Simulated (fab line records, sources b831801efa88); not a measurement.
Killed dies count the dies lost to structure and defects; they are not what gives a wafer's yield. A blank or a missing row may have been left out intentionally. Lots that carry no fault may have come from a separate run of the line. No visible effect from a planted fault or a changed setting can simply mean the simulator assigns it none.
Chamber matching + flow gf180mcu + GF_V2_ETCH_16 on rieDiel-02: 4 sister chambers
The step etches BARC in N2/H2. 4 wafers are shown with their chamber, then 10 later ones without.

## WAFERS PAIRED WITH THEIR CHAMBERS
| wafer  | chamber | oesProductAu (a.u.) |
|--------|---------|---------------------|
| L077.4 | 3       | 0.859               |
| L085.5 | 0       | 0.867               |
| L088.2 | 2       | 0.857               |
| L088.3 | 1       | 0.861               |

## WAFERS WITHOUT THEIR CHAMBER
| wafer  | oesProductAu (a.u.) |
|--------|---------------------|
| L088.6 | 0.852               |
| L091.2 | 0.860               |
| L091.5 | 0.863               |
| L091.6 | 0.861               |
| L092.1 | 0.860               |
| L092.2 | 0.858               |
| L092.4 | 0.854               |
| L094.1 | 0.852               |
| L094.2 | 0.860               |
| L094.3 | 0.854               |

## WHICH CHAMBER EACH WENT THROUGH
| wafer  | from the rows above               | in truth |
|--------|-----------------------------------|----------|
| L088.6 | can't be placed: 2 or 3 or 1      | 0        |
| L091.2 | can't be placed: 1 or 3 or 2      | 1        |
| L091.5 | can't be placed: 1 or 0 or 3 or 2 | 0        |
| L091.6 | can't be placed: 1 or 3 or 2      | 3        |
| L092.1 | can't be placed: 1 or 3 or 2      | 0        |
| L092.2 | can't be placed: 2 or 3 or 1      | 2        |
| L092.4 | can't be placed: 2 or 3 or 1      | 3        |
| L094.1 | can't be placed: 2 or 3 or 1      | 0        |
| L094.2 | can't be placed: 1 or 3 or 2      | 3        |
| L094.3 | can't be placed: 2 or 3 or 1      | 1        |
0 of 10 placed correctly. From these rows, 10 cannot be placed; in 7 the true chamber is one of the candidates. Number placed wrongly: 0.
How it was worked out, from the rows above alone: a wafer's distance from a chamber is the root of the sum, over the readings, of the square of ((its reading less the chamber's mean) divided by the reading's scatter). If the next closest chamber is less than 2 further off than the closest, the wafer can't be placed; otherwise it belongs to the closest. A chamber's mean is the mean of its shown wafers. The scatter (one wafer shown for each chamber): square how far every hidden wafer sits from the nearest shown wafer, average those squares and take the square root.
